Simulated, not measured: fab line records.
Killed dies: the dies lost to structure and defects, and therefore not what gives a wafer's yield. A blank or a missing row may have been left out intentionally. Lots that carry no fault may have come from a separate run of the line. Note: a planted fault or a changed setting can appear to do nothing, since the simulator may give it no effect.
What tool caused it? + flow gf180mcu + Sampling: 15 lots, 45 wafers, 4 of 602 route steps

WHAT THE GAUGES READ, wafer by wafer
GF_HV_LDD_CD_MEAS_19 targets a cd of 400 nm. Usual: cd_nm reads 400.4 nm (standard deviation 2.2).
| lot  | measured     | on        | cd_nm (nm)        | flag |
|------|--------------|-----------|-------------------|------|
| L508 | day 10 22:54 | cd_sem-02 | 399.4 400.6 400.8 |      |
| L509 | day 11 04:44 | cd_sem-02 | 401.8 402.3 403.4 |      |
| L510 | day 11 11:26 | cd_sem-02 | 401.2 401.9 400.0 |      |
| L511 | day 11 17:30 | cd_sem-02 | 400.1 399.4 397.3 |      |
| L512 | day 12 02:24 | cd_sem-02 | 401.7 402.9 401.4 |      |
| L519 | day 14 11:08 | cd_sem-02 | 397.0 398.1 395.1 |      |
| L520 | day 14 18:47 | cd_sem-01 | 398.2 398.0 399.5 |      |
| L521 | day 15 00:57 | cd_sem-02 | 405.4 405.4 405.3 |      |
| L523 | day 15 21:56 | cd_sem-01 | 400.4 400.7 398.9 |      |
| L525 | day 16 05:20 | cd_sem-01 | 399.7 400.6 398.8 |      |
| L526 | day 16 12:52 | cd_sem-02 | 401.3 401.9 402.8 |      |
| L527 | day 16 18:22 | cd_sem-01 | 399.4 399.6 400.4 |      |
| L528 | day 17 00:07 | cd_sem-02 | 401.1 402.8 398.8 |      |
| L530 | day 17 16:10 | cd_sem-02 | 400.0 400.0 397.8 |      |
| L531 | day 18 03:22 | cd_sem-02 | 399.6 400.4 398.5 |      |

GF_HV_LDD_TW_MEAS_23. Usual: for HV_LDD_2_TW the level is 1058 and the standard deviation is 8.5.
| lot  | measured     | on            | HV_LDD_2_TW    | flag |
|------|--------------|---------------|----------------|------|
| L508 | day 10 23:17 | film_metro-02 | 1062 1064 1058 |      |
| L509 | day 11 05:07 | film_metro-03 | 1071 1064 1071 |      |
| L510 | day 11 11:50 | film_metro-01 | 1061 1062 1061 |      |
| L511 | day 11 17:53 | film_metro-02 | 1051 1053 1049 |      |
| L512 | day 12 02:47 | film_metro-03 | 1063 1073 1069 |      |
| L519 | day 14 11:32 | film_metro-03 | 1060 1057 1055 |      |
| L520 | day 14 19:11 | film_metro-03 | 1061 1057 1059 |      |
| L521 | day 15 01:19 | film_metro-01 | 1053 1051 1051 |      |
| L523 | day 15 22:20 | film_metro-03 | 1074 1065 1073 |      |
| L525 | day 16 05:43 | film_metro-01 | 1044 1042 1045 |      |
| L526 | day 16 13:16 | film_metro-01 | 1048 1047 1049 |      |
| L527 | day 16 18:47 | film_metro-02 | 1053 1053 1059 |      |
| L528 | day 17 00:31 | film_metro-01 | 1053 1047 1050 |      |
| L530 | day 17 16:33 | film_metro-01 | 1052 1045 1051 |      |
| L531 | day 18 03:44 | film_metro-03 | 1066 1070 1067 |      |

GF_HV_LDD_OVL_MEAS_47. Usual: for HV_LDD_03_OVL the level is -0.4 nm and the standard deviation is 1.3.
| lot  | measured     | on         | HV_LDD_03_OVL (nm) | flag |
|------|--------------|------------|--------------------|------|
| L508 | day 12 13:19 | overlay-01 | -0.8 -1.1 0.2      |      |
| L509 | day 12 18:50 | overlay-02 | 2.7 1.4 1.5        |      |
| L510 | day 13 03:08 | overlay-01 | -2.1 -1.2 -0.3     |      |
| L511 | day 13 08:58 | overlay-02 | -0.9 1.0 1.0       |      |
| L512 | day 13 19:07 | overlay-02 | -0.5 0.2 1.1       |      |
| L519 | day 16 06:41 | overlay-01 | -3.8 -2.6 -1.0     |      |
| L520 | day 16 15:45 | overlay-01 | -2.0 -2.9 -2.4     |      |
| L521 | day 16 21:32 | overlay-02 | 0.3 -0.6 -0.4      |      |
| L523 | day 17 19:23 | overlay-01 | -2.5 -1.3 -1.7     |      |
| L525 | day 18 03:38 | overlay-01 | -1.7 -0.5 -0.3     |      |
| L526 | day 18 10:29 | overlay-02 | 0.0 0.0 -0.5       |      |
| L527 | day 18 16:49 | overlay-01 | -2.0 0.2 -0.8      |      |
| L528 | day 19 00:40 | overlay-02 | 1.0 2.0 1.2        |      |
| L530 | day 19 16:45 | overlay-02 | -2.7 -1.3 0.2      |      |
| L531 | day 20 05:31 | overlay-01 | 0.1 -0.6 1.8       |      |

WHAT TOOL EACH LOT RAN ON (gives the tool, then ch and the chambers of the sampled wafers, and finally the start)
| lot  | GF_HV_LDD_EXPOSE_28                 |
|------|-------------------------------------|
| L508 | iline_stepper-01 ch 0, day 11 08:33 |
| L509 | iline_stepper-02 ch 0, day 11 14:37 |
| L510 | iline_stepper-01 ch 0, day 11 21:52 |
| L511 | iline_stepper-01 ch 0, day 12 03:32 |
| L512 | iline_stepper-02 ch 0, day 12 12:13 |
| L519 | iline_stepper-02, day 14 21:10      |
| L520 | iline_stepper-01, day 15 06:19      |
| L521 | iline_stepper-02, day 15 12:37      |
| L523 | iline_stepper-02 ch 0, day 16 09:17 |
| L525 | iline_stepper-01 ch 0, day 16 16:25 |
| L526 | iline_stepper-01 ch 0, day 16 23:28 |
| L527 | iline_stepper-02 ch 0, day 17 05:50 |
| L528 | iline_stepper-01 ch 0, day 17 11:46 |
| L530 | iline_stepper-01 ch 0, day 18 04:25 |
| L531 | iline_stepper-02 ch 0, day 18 15:37 |
- GF_HV_LDD_EXPOSE_28: exposes mask Nplus HV AREA, target cd 400 nm.

WHAT THE TOOLS THEMSELVES READ (means of the sampled wafers that have a number; where no wafer has one, the mark that the record gives instead)
GF_HV_LDD_EXPOSE_28. Usual: exposure_dose_mJ_cm2 140.00, standard deviation 0.13; focus_offset_nm 0.0 nm, standard deviation 0.55.
| lot  | tool             | exposure_dose_mJ_cm2 | focus_offset_nm (nm) | flag |
|------|------------------|----------------------|----------------------|------|
| L508 | iline_stepper-01 | 140.11               | 0.3                  |      |
| L509 | iline_stepper-02 | 139.99               | -0.0                 |      |
| L510 | iline_stepper-01 | 139.90               | -0.0                 |      |
| L511 | iline_stepper-01 | 139.99               | -0.9                 |      |
| L512 | iline_stepper-02 | 139.90               | 0.3                  |      |
| L519 | iline_stepper-02 | -                    | -                    | OFF  |
| L520 | iline_stepper-01 | -                    | -                    | OFF  |
| L521 | iline_stepper-02 | -                    | -                    | OFF  |
| L523 | iline_stepper-02 | 139.99               | -0.4                 |      |
| L525 | iline_stepper-01 | 140.01               | -0.1                 |      |
| L526 | iline_stepper-01 | 139.91               | 0.6                  |      |
| L527 | iline_stepper-02 | 139.96               | -0.1                 |      |
| L528 | iline_stepper-01 | 139.78               | 0.2                  |      |
| L530 | iline_stepper-01 | 139.97               | -0.1                 |      |
| L531 | iline_stepper-02 | 139.86               | 0.3                  |      |

THE ANSWER, worked out from the rows above alone
Rule: take the mean of a lot's wafers that have a number; if it is more than 3 standard deviations from the usual mean, the lot is off. A lot without any number at a reading at which 4 lots or more have one is off too. Any other lot the step has rows for is counted as sound. Order of review: gauges by route order, followed by the tools' own readings, for which a lot's mean as printed above is used. At the first step where some lot is off, the reading lying furthest off is the one used; lots without a number count as furthest.
Off, at GF_HV_LDD_EXPOSE_28 on exposure_dose_mJ_cm2: L519, L520, L521. Without a number there: L519, L520, L521.
A tool fits if, at that step or a process step before it, it ran every lot that is off, and no sound lot after the first of them. None of those tried fits.

WHAT THE SIMULATOR HAD INSERTED
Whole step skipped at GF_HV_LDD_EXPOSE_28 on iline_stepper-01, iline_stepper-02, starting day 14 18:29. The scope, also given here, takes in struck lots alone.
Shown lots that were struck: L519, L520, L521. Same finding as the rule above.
